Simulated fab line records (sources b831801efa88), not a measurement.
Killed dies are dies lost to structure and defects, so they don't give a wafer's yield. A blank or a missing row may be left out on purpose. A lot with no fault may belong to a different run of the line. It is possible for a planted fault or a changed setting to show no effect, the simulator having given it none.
Which of the tools did it? ; flow sky130 ; Sampling: 15 lots, 45 wafers, 4 of 708 route steps

WHAT THE GAUGES READ, wafer by wafer
SKY_METAL4_CD_MEAS_13: target cd 300 nm.
lot;measured;on;cd-nm (nm)
L342;day 42 07:27;cd-sem-02;300.4 299.3 298.7
L344;day 42 12:51;cd-sem-02;300.5 302.6 300.5
L345;day 43 03:32;cd-sem-01;301.2 299.7 300.3
L346;day 43 05:14;cd-sem-02;299.7 297.8 299.1
L347;day 43 10:11;cd-sem-02;301.3 300.8 300.3
L349;day 44 03:17;cd-sem-02;300.1 298.0 300.7
L352;day 44 20:44;cd-sem-02;299.1 298.7 298.7
L355;day 45 17:50;cd-sem-01;300.7 299.5 300.8
L356;day 46 11:20;cd-sem-02;- - -
L357;day 46 12:58;cd-sem-01;- - -
L359;day 46 18:49;cd-sem-01;- - -
L361;day 47 09:35;cd-sem-02;298.6 299.9 299.3
L363;day 47 13:42;cd-sem-01;297.3 299.0 298.5
L362;day 47 14:31;cd-sem-01;299.7 299.6 300.1
L364;day 47 16:16;cd-sem-01;300.7 300.9 300.6

TOOL THAT RAN EACH LOT (tool first, then ch and the chambers of the sampled wafers, then the start)
lot;SKY_METAL4_SPUTTER_03;SKY_CAP2M_CVD_00;SKY_METAL4_DEVELOP_12
L342;pvd-sputter-04, day 40 06:46;pecvd-03 ch 0,1,2, day 40 06:50;litho-track-04 ch 0, day 42 07:00
L344;pvd-sputter-03, day 40 11:46;pecvd-03 ch 0,1, day 40 11:50;litho-track-01 ch 0, day 42 12:00
L345;pvd-sputter-02, day 41 03:18;pecvd-01 ch 1,2, day 41 03:22;litho-track-02 ch 0, day 43 03:00
L346;pvd-sputter-04, day 41 05:43;pecvd-04 ch 1,2, day 41 05:47;litho-track-04 ch 0, day 43 05:00
L347;pvd-sputter-02, day 41 10:08;pecvd-01 ch 0,1,2, day 41 10:13;litho-track-02 ch 0, day 43 10:00
L349;pvd-sputter-04, day 42 05:38;pecvd-04 ch 0,1, day 42 05:42;litho-track-02 ch 0, day 44 03:00
L352;pvd-sputter-03, day 42 22:47;pecvd-03 ch 1,2, day 42 22:52;litho-track-02 ch 0, day 44 20:00
L355;pvd-sputter-02, day 43 20:50;pecvd-04 ch 0,1,2, day 43 20:54;litho-track-02 ch 0, day 45 17:00
L356;pvd-sputter-04, day 44 16:28;pecvd-04 ch 1,2, day 44 16:32;litho-track-02, day 46 11:00
L357;pvd-sputter-04, day 44 17:56;pecvd-01 ch 1,2, day 44 18:01;litho-track-04, day 46 12:00
L359;pvd-sputter-02, day 45 00:40;pecvd-04 ch 0,1,2, day 45 00:44;litho-track-01, day 46 18:00
L361;pvd-sputter-04, day 45 15:35;pecvd-04 ch 0,1,2, day 45 15:40;litho-track-02 ch 0, day 47 09:00
L363;pvd-sputter-03, day 45 20:41;pecvd-03 ch 1,2, day 45 20:44;litho-track-01 ch 0, day 47 13:00
L362;pvd-sputter-03, day 45 21:08;pecvd-04 ch 0,1,2, day 45 21:12;litho-track-02 ch 0, day 47 14:00
L364;pvd-sputter-02, day 46 00:35;pecvd-01 ch 0,1, day 46 00:39;litho-track-01 ch 0, day 47 16:00
- SKY_METAL4_SPUTTER_03: material Ti, target thk 5 nm, time 3.3 s.
- SKY_CAP2M_CVD_00: deposits SiO2, target thk 15.5 nm.
- SKY_METAL4_DEVELOP_12: develop time 60 s.

AS READ BY THE TOOLS THEMSELVES (means over the sampled wafers that have a number; for cases with no such wafer, the mark the record gives instead)
SKY_METAL4_SPUTTER_03.
lot;tool;throttle-valve-pct (%)
L342;pvd-sputter-04;29.4
L344;pvd-sputter-03;31.5
L345;pvd-sputter-02;30.3
L346;pvd-sputter-04;30.1
L347;pvd-sputter-02;29.9
L349;pvd-sputter-04;31.0
L352;pvd-sputter-03;30.3
L355;pvd-sputter-02;30.4
L356;pvd-sputter-04;31.8
L357;pvd-sputter-04;30.2
L359;pvd-sputter-02;30.2
L361;pvd-sputter-04;31.7
L363;pvd-sputter-03;30.2
L362;pvd-sputter-03;31.0
L364;pvd-sputter-02;30.6

SKY_CAP2M_CVD_00.
lot;tool;heater-power-w (W)
L342;pecvd-03;770
L344;pecvd-03;815
L345;pecvd-01;607
L346;pecvd-04;634
L347;pecvd-01;690
L349;pecvd-04;588
L352;pecvd-03;797
L355;pecvd-04;585
L356;pecvd-04;688
L357;pecvd-01;609
L359;pecvd-04;584
L361;pecvd-04;652
L363;pecvd-03;663
L362;pecvd-04;605
L364;pecvd-01;723

SKY_METAL4_DEVELOP_12.
lot;tool;chill-plate-temp-C (C);exhaust-pa (Pa)
L342;litho-track-04;22.94;44.5
L344;litho-track-01;23.05;45.0
L345;litho-track-02;23.01;44.3
L346;litho-track-04;23.22;45.4
L347;litho-track-02;23.05;45.3
L349;litho-track-02;22.99;46.1
L352;litho-track-02;22.95;45.0
L355;litho-track-02;22.95;44.9
L356;litho-track-02;-;-
L357;litho-track-04;-;-
L359;litho-track-01;-;-
L361;litho-track-02;23.03;44.8
L363;litho-track-01;23.08;45.3
L362;litho-track-02;23.00;45.2
L364;litho-track-01;23.04;45.5

THE ANSWER, worked out from the rows above alone
Rule: usual is defined by the lots themselves. Put in order of their means at a reading, lots are off if they are a third of the lots or fewer, leave a main group of 4 or more, and stand apart from it by a gap of 3 or more times the standard deviation of the main group's means; of several such gaps the widest counts. Not used: any main group whose means are identical at the precision the tables above print for the reading. A lot without any number at a reading at which 4 lots or more have one is off too. Any other lot the step has rows for is counted as sound. The gauges are gone through in route order, then the tools' own readings, and for those a lot's mean is taken as printed above. The first step at which some lot is off is used, and at that step the reading that is off furthest; a lot without a number counts as furthest.
Off: L356, L357, L359 (SKY_METAL4_CD_MEAS_13, cd-nm). Without a number there: L356, L357, L359. For the main group the mean is 299.8 nm and the standard deviation 0.87.
A tool fits if, at a process step before that reading, it ran every lot that is off, and no sound lot after the first of them. Not tried: the gauges at SKY_METAL4_CD_MEAS_13; whatever is off there is also off at SKY_METAL4_DEVELOP_12, on other tools, and gauge error can't account for it. None of those tried fits.

WHAT THE SIMULATOR PUT IN
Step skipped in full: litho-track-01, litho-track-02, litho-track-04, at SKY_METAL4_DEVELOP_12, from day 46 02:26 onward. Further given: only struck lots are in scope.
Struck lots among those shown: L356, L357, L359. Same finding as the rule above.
